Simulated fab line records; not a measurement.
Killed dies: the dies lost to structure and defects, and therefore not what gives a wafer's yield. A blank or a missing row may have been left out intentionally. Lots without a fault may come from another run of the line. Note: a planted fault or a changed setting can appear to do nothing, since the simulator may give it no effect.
fab line records    flow sky130
record: lots: 11  wafers: 33  last_day: 50
route steps=708 shown LDD_LDN@301 POLY_CUT@315 LI_CONTACT@362 CONTACT@409 PAD_OPEN@708
lots untouched by any fault: they come from a run of this same line in which no faults occurred
start_h: the number of hours between the record's first day and the start of the first shown wafer of the lot    wait_h: hours since the lot's step before    " unchanged from the row above    L1.1+2: a single row standing in for several wafers    - no value present, or no start provided    * or withheld: withheld    < > ~ a bound
route shown NAME@n: NAME is a module with steps in the file, n the number in the route of the first one    usual: the fault-free wafers' mean and standard deviation    same: alike in all rows    chamber/n: place in a boat    sites: per-site readings    _std_site: standard deviation of those values    _edge_site: outer sites' mean less inner sites'    radius_mm: for every site, how far away it sits from the centre of the wafer    mask NAME#n: copy n    behind: the most recent tool/chamber to have shaped the wafer    hold: reason for holding the lot/hours on hold/outcome of the hold    device: the transistor (n, p or np) that didn't switch    end of line: the same wafers' tests at the end of the route    a step without rows: its recipe alone    killed: at the first sort, the dies lost to defects and structure; wafer yield is something else    map: a wafer's dies, x killed, . not, _ none there
set.NAME: the setting that was run; set.NAME@STEP: the one run at that earlier step    model.NAME: the simulator's own value behind a step, which no gauge read
a sample of lots followed through the steps of the route, with each step as a table and each wafer as a row
services: from which hour (start_h, from the record's first day; less than 0 if before it) a tool's chamber was out of use, for how many hours, and why
== steps ==
step: SKY_LDD_LDN_STRIP_12
recipe: chemistry: O2/N2  power_w: 1400  pressure_mtorr: 1500  platen_temp_c: withheld  o2_flow_sccm: 3000  n2_flow_sccm: 300  overash_fraction: 0.5
usual: drypump_motor_current_A: 6.0/0.49  oes_product_au: 0.715/0.0048  strip_time_to_endpoint_s: 14.19/0.043
lot.wafer  tool             chamber  start_h  wait_h  drypump_motor_current_A  oes_product_au  rf_hours_counter_h  strip_time_to_endpoint_s
L997.1     plasma_asher-01  1        519.39   0.1     6.1                      0.715           72                  14.14
L997.5     "                1        "        "       6.1                      0.717           -                   14.10
L997.6     "                0        "        "       6.6                      0.720           -                   14.17
L998.1     plasma_asher-01  1        530.43   0.1     6.1                      0.713           73                  14.16
L998.2     "                0        "        "       6.6                      0.709           73                  14.18
L998.4     "                0        "        "       6.6                      0.712           -                   14.15
L999.2     plasma_asher-02  1        541.38   0.1     5.8                      0.721           10                  14.25
L999.4     "                1        "        "       5.7                      0.708           -                   14.23
L999.6     "                1        "        "       5.8                      0.713           -                   14.25
L101.2     plasma_asher-01  0        563.03   0.1     6.6                      0.712           77                  14.17
L101.3     "                0        "        "       6.6                      0.718           -                   14.14
L101.6     "                0        "        "       6.6                      0.716           -                   14.15
L105.1     plasma_asher-02  1        602.43   0.1     5.7                      0.721           15                  14.22
L105.2     "                0        "        "       6.1                      0.723           15                  14.26
L105.6     "                0        "        "       6.1                      0.714           -                   14.21
L106.2     plasma_asher-02  0        607.34   0.1     6.1                      0.713           16                  14.20
L106.3     "                1        "        "       5.8                      0.719           -                   14.18
L106.5     "                1        "        "       5.7                      0.722           -                   14.14
L108.1     plasma_asher-01  0        626.14   0.1     6.6                      0.713           84                  14.24
L108.3     "                0        "        "       6.5                      0.720           -                   14.22
L108.5     "                1        "        "       6.0                      0.717           -                   14.25
L110.3     plasma_asher-03  1        641.11   0.1     5.7                      0.717           -                   14.09
L110.4     "                0        "        "       4.9                      0.710           -                   14.11
L110.6     "                1        "        "       5.7                      0.714           -                   14.13
L116.1     plasma_asher-02  1        687.88   0.1     5.7                      0.720           24                  14.18
L116.3     "                1        "        "       5.8                      0.719           -                   14.22
L116.6     "                1        "        "       5.8                      0.722           -                   14.17
L118.1     plasma_asher-03  1        704.79   0.1     5.7                      0.703           98                  14.17
L118.4     "                0        "        "       4.9                      0.716           -                   14.17
L118.5     "                0        "        "       4.9                      0.709           -                   14.17
L120.2     plasma_asher-01  1        719.58   0.1     6.1                      0.710           93                  14.16
L120.4     "                1        "        "       6.1                      0.718           -                   14.16
L120.6     "                0        "        "       6.6                      0.717           -                   14.17
step: SKY_POLY_CUT_CD_MEAS_08
recipe: target_cd_nm: 270
usual: cd_nm: 270.1/1.7
lot.wafer  tool       chamber  start_h  wait_h  cd_nm
L997.1     cd_sem-01  -        551.27   -       270.9
L997.5     "          -        "        "       272.2
L997.6     "          -        "        "       270.3
L998.1     cd_sem-02  -        561.52   -       268.8
L998.2     "          -        "        "       267.6
L998.4     "          -        "        "       268.1
L999.2     cd_sem-02  -        573.57   -       274.1
L999.4     "          -        "        "       273.4
L999.6     "          -        "        "       273.8
L101.2     cd_sem-01  -        593.71   -       270.9
L101.3     "          -        "        "       270.0
L101.6     "          -        "        "       270.2
L105.1     cd_sem-01  -        632.54   -       269.5
L105.2     "          -        "        "       270.2
L105.6     "          -        "        "       270.1
L106.2     cd_sem-02  -        637.92   -       267.3
L106.3     "          -        "        "       266.8
L106.5     "          -        "        "       267.0
L108.1     cd_sem-02  -        657.19   -       269.5
L108.3     "          -        "        "       269.6
L108.5     "          -        "        "       269.6
L110.3     cd_sem-01  -        671.64   -       269.2
L110.4     "          -        "        "       270.2
L110.6     "          -        "        "       270.6
L116.1     cd_sem-02  -        718.47   -       271.4
L116.3     "          -        "        "       271.1
L116.6     "          -        "        "       272.8
L118.1     cd_sem-01  -        734.45   -       269.7
L118.4     "          -        "        "       268.8
L118.5     "          -        "        "       268.2
L120.2     cd_sem-01  -        749.29   -       270.6
L120.4     "          -        "        "       271.2
L120.6     "          -        "        "       270.9
step: SKY_LI_CONTACT_HDPCVD_00
recipe: material: PSG  target_thk_nm: 930  sigma_open_frac: 0.3  time_s: 155  temp_c: 600  sih4_flow_sccm: 60  pressure_mtorr: 6
usual: run_length_s: 182.7/0.58  sih4_flow_sccm: 60.00/0.18
lot.wafer  tool       chamber  start_h  wait_h  run_length_s  sih4_flow_sccm
L997.1     hdpcvd-01  1        640.97   0.0     182.6         59.77
L997.5     "          1        "        "       182.6         59.83
L997.6     "          0        "        "       184.2         60.09
L998.1     hdpcvd-01  0        650.37   0.0     183.7         60.25
L998.2     "          2        "        "       182.5         59.81
L998.4     "          1        "        "       183.0         59.95
L999.2     hdpcvd-01  0        662.51   0.0     183.5         59.79
L999.4     "          2        "        "       182.1         60.19
L999.6     "          1        "        "       182.7         59.97
L101.2     hdpcvd-02  0        681.41   0.0     182.6         60.18
L101.3     "          1        "        "       182.5         59.90
L101.6     "          1        "        "       182.4         60.25
L105.1     hdpcvd-01  0        718.67   0.0     183.5         59.86
L105.2     "          1        "        "       183.6         59.93
L105.6     "          2        "        "       182.6         60.00
L106.2     hdpcvd-02  1        723.27   0.0     182.1         60.22
L106.3     "          0        "        "       183.0         59.91
L106.5     "          1        "        "       182.0         59.96
L108.1     hdpcvd-01  1        742.31   0.0     183.0         59.79
L108.3     "          2        "        "       182.1         60.25
L108.5     "          0        "        "       183.9         59.90
L110.3     hdpcvd-01  1        756.26   0.0     182.8         60.04
L110.4     "          0        "        "       184.1         60.04
L110.6     "          1        "        "       183.4         59.82
L116.1     hdpcvd-01  1        800.38   0.0     182.8         59.76
L116.3     "          0        "        "       195.4         60.44
L116.6     "          1        "        "       182.9         59.87
L118.1     hdpcvd-01  0        816.66   0.0     195.8         60.03
L118.4     "          1        "        "       182.6         60.29
L118.5     "          2        "        "       182.4         60.16
L120.2     hdpcvd-02  2        829.96   0.0     182.1         59.89
L120.4     "          2        "        "       182.1         60.20
L120.6     "          0        "        "       182.8         60.18
step: SKY_LI_CONTACT_THK_MEAS_01
recipe: reads: PSG_of_LI_CONTACT_HDPCVD_00
usual: LI_CONTACT_HDPCVD_THK: 931/9.4
lot.wafer  tool           chamber  start_h  wait_h  LI_CONTACT_HDPCVD_THK[nm]
L997.1     film_metro-02  -        641.07   0.1     933
L997.5     "              -        "        "       933
L997.6     "              -        "        "       925
L998.1     film_metro-04  -        650.47   0.1     951
L998.2     "              -        "        "       943
L998.4     "              -        "        "       935
L999.2     film_metro-02  -        662.62   0.1     937
L999.4     "              -        "        "       941
L999.6     "              -        "        "       947
L101.2     film_metro-01  -        681.52   0.1     926
L101.3     "              -        "        "       936
L101.6     "              -        "        "       920
L105.1     film_metro-02  -        718.77   0.1     953
L105.2     "              -        "        "       933
L105.6     "              -        "        "       935
L106.2     film_metro-04  -        723.38   0.1     929
L106.3     "              -        "        "       928
L106.5     "              -        "        "       926
L108.1     film_metro-02  -        742.41   0.1     928
L108.3     "              -        "        "       930
L108.5     "              -        "        "       927
L110.3     film_metro-01  -        756.39   0.1     917
L110.4     "              -        "        "       922
L110.6     "              -        "        "       921
L116.1     film_metro-02  -        800.49   0.1     919
L116.3     "              -        "        "       1007
L116.6     "              -        "        "       933
L118.1     film_metro-04  -        816.76   0.1     1014
L118.4     "              -        "        "       939
L118.5     "              -        "        "       947
L120.2     film_metro-02  -        830.08   0.1     933
L120.4     "              -        "        "       930
L120.6     "              -        "        "       928
step: SKY_LI_CONTACT_CMP_02
recipe: material: PSG  down_force_psi: 4  platen_rpm: 60  pad_velocity_m_s: 0.94248
usual: head_pressure_psi: 3.998/0.0087  motor_current_A: 12.1/1  time_to_endpoint_s: 32.8/2.3
lot.wafer  tool    chamber  start_h  wait_h  head_pressure_psi  motor_current_A  time_to_endpoint_s
L997.1     cmp-02  0        641.28   0.2     3.975              11.8             34.1
L997.5     "       1        "        "       4.002              12.1             32.5
L997.6     "       2        "        "       4.015              10.8             32.8
L998.1     cmp-02  1        650.58   0.1     4.001              11.2             34.5
L998.2     "       2        "        "       3.985              11.1             36.9
L998.4     "       3        "        "       3.993              12.2             33.1
L999.2     cmp-01  1        662.67   0.0     3.979              13.6             30.7
L999.4     "       0        "        "       4.001              12.3             34.1
L999.6     "       2        "        "       3.994              13.1             34.0
L101.2     cmp-01  0        681.62   0.1     4.004              13.6             32.8
L101.3     "       1        "        "       4.003              13.5             30.7
L101.6     "       0        "        "       4.008              12.4             32.4
L105.1     cmp-01  3        718.88   0.1     4.000              13.1             35.5
L105.2     "       1        "        "       3.993              12.9             30.7
L105.6     "       2        "        "       3.993              13.1             30.8
L106.2     cmp-02  3        723.53   0.1     4.003              11.7             33.7
L106.3     "       0        "        "       3.998              11.0             35.3
L106.5     "       2        "        "       3.997              11.0             30.6
L108.3     cmp-02  0        742.47   0.0     4.006              10.9             32.9
L108.1     "       2        "        "       3.985              10.6             37.8
L108.5     "       1        "        "       4.006              11.5             33.8
L110.4     cmp-01  0        756.53   0.1     3.998              12.8             30.4
L110.3     "       1        "        "       3.995              14.1             27.5
L110.6     "       2        "        "       3.991              12.5             31.5
L116.1     cmp-02  1        800.60   0.1     4.001              12.1             32.3
L116.3     "       2        "        "       4.009              10.3             41.3
L116.6     "       1        "        "       4.000              11.4             29.8
L118.4     cmp-02  1        816.82   0.0     3.987              10.9             33.4
L118.1     "       2        "        "       3.991              11.0             45.1
L118.5     "       1        "        "       3.985              11.5             34.0
L120.2     cmp-01  2        830.22   0.1     3.998              12.7             31.6
L120.4     "       0        "        "       3.998              12.4             31.9
L120.6     "       2        "        "       4.006              13.0             31.6
step: SKY_CONTACT_THK_MEAS_03
recipe: reads: SiO2_of_CONTACT_HDPCVD_02
usual: CONTACT_HDPCVD_THK: 564/5.1
lot.wafer  tool           chamber  start_h  wait_h  CONTACT_HDPCVD_THK[nm]
L997.1     film_metro-02  -        699.82   0.0     568
L997.5     "              -        "        "       571
L997.6     "              -        "        "       572
L998.1     film_metro-04  -        710.10   0.0     567
L998.2     "              -        "        "       572
L998.4     "              -        "        "       561
L999.2     film_metro-03  -        721.86   0.0     566
L999.4     "              -        "        "       563
L999.6     "              -        "        "       559
L101.2     film_metro-03  -        740.33   0.0     566
L101.3     "              -        "        "       562
L101.6     "              -        "        "       564
L105.1     film_metro-02  -        776.12   0.0     565
L105.2     "              -        "        "       577
L105.6     "              -        "        "       573
L106.2     film_metro-03  -        781.09   0.0     558
L106.3     "              -        "        "       564
L106.5     "              -        "        "       561
L108.1     film_metro-02  -        799.85   0.0     554
L108.3     "              -        "        "       549
L108.5     "              -        "        "       556
L110.3     film_metro-02  -        812.52   0.1     558
L110.4     "              -        "        "       564
L110.6     "              -        "        "       565
L116.1     film_metro-02  -        856.35   0.0     569
L116.3     "              -        "        "       557
L116.6     "              -        "        "       568
L118.1     film_metro-03  -        871.32   0.0     557
L118.4     "              -        "        "       559
L118.5     "              -        "        "       565
L120.2     film_metro-03  -        884.67   0.0     564
L120.4     "              -        "        "       568
L120.6     "              -        "        "       567
step: SKY_PAD_OPEN_PROBE_99
usual: killed_at_M0_to_M3: 43/6.5  killed_at_M4_up: 3.2/1.8  killed_at_contacts: 24/5.2  killed_at_front_end: 15/4  killed_at_other: 0.4/0.69  killed_dies: 86/8.7  killed_open: 47/7  killed_short: 39/5.7
same: gross_dies: 492  killed_at_back_side: 0
lot.wafer  tool       chamber  start_h  wait_h  killed_at_M0_to_M3  killed_at_M4_up  killed_at_contacts  killed_at_front_end  killed_at_other  killed_dies  killed_open  killed_short
L108.1     prober-01  -        1144.77  0.1     51                  8                30                  16                   0                105          59           44
L108.3     prober-01  -        1144.87  0.2     38                  4                35                  10                   1                88           52           35
L108.5     prober-01  -        1144.97  0.2     35                  2                14                  13                   0                64           33           30
killed by level:class
L108.1 VIA1:geometric_particle:open=16 VIA3:geometric_particle:open=11 LI_CONTACT:geometric_particle:open=9 CONTACT:geometric_particle:short=6 VIA1:geometric_particle:short=6 LOCAL_INTERCONNECT:geometric_particle:short=5 CONTACT:geometric_particle:open=5 METAL4:geometric_particle:short=5
L108.3 CONTACT:geometric_particle:open=14 VIA1:geometric_particle:open=13 LI_CONTACT:geometric_particle:open=6 LOCAL_INTERCONNECT:geometric_particle:short=6 VIA2:geometric_particle:open=6 METAL2:geometric_particle:short=5 LOCAL_INTERCONNECT:geometric_particle:open=4 VIA1:geometric_particle:short=4
L108.5 VIA1:geometric_particle:open=11 POLY_GATE:geometric_particle:short=5 VIA2:geometric_particle:open=5 METAL1:geometric_particle:short=5 CONTACT:geometric_particle:open=4 VIA1:geometric_particle:short=4 VIA3:geometric_particle:short=4 POLY_GATE:geometric_particle:open=3
== services ==
tool             chamber  start_h  hours  kind
plasma_asher-01  -        495.47   7.8    pm
cmp-01           -        502.37   4.5    pm
cmp-02           -        524.62   2.0    repair
plasma_asher-01  -        536.00   0.5    repair
cmp-01           -        545.28   1.3    repair
plasma_asher-02  -        567.20   13.2   repair
cmp-01           -        572.00   4.0    pm
hdpcvd-02        0        577.08   6.4    repair
cmp-02           -        606.37   1.2    repair
cmp-01           -        610.99   4.3    repair
cmp-02           -        615.31   8.6    pm
cmp-01           -        626.03   20.9   pm
plasma_asher-01  -        637.79   3.7    repair
hdpcvd-02        -        650.75   15.0   pm
cmp-01           -        727.88   1.6    repair
cmp-02           -        744.00   4.0    pm
plasma_asher-01  -        746.89   2.4    repair
plasma_asher-02  -        758.22   2.8    pm
cmp-02           -        781.12   2.5    repair
cmp-02           -        791.38   7.0    pm
cmp-01           -        807.81   5.0    pm
cmp-01           -        813.17   1.7    repair
plasma_asher-01  -        815.53   3.4    repair
cmp-02           -        829.14   5.0    repair
== key ==
first_sign: step: SKY_LI_CONTACT_HDPCVD_00  reading: run_length_s  direction: up  sigmas: 22  usual: *  struck: *
effect: step: SKY_LI_CONTACT_THK_MEAS_01  reading: LI_CONTACT_HDPCVD_THK  direction: up  sigmas: 8.4  usual: 931  struck: 1010
effect: step: SKY_LI_CONTACT_CMP_02  reading: time_to_endpoint_s  direction: up  sigmas: 4.4  usual: *  struck: *
met_at SKY_LI_CONTACT_HDPCVD_00
struck_lots L116,L118
struck_wafers L116.3,L118.1
tester_left_out L116,L118
not_acting_at SKY_LDD_LDN_STRIP_12,SKY_POLY_CUT_CD_MEAS_08,SKY_CONTACT_THK_MEAS_03
onset_between 756.26 800.38
fault: kind: process_parameter_drift  tool: hdpcvd-01  chamber: 0  onset_h: 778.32  steps: SKY_LI_CONTACT_HDPCVD_00  channel: time_s  offset: *  shape: step  end_h: 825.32  acts_in: *  stated: *
tester_left_out: of these lots the tester's yield and bins aren't shown, on N5 and GAA mostly nor the transistor test; their killed dies are dies lost to structure and defects alone, not to doping, threshold or leakage, so they don't give the yield
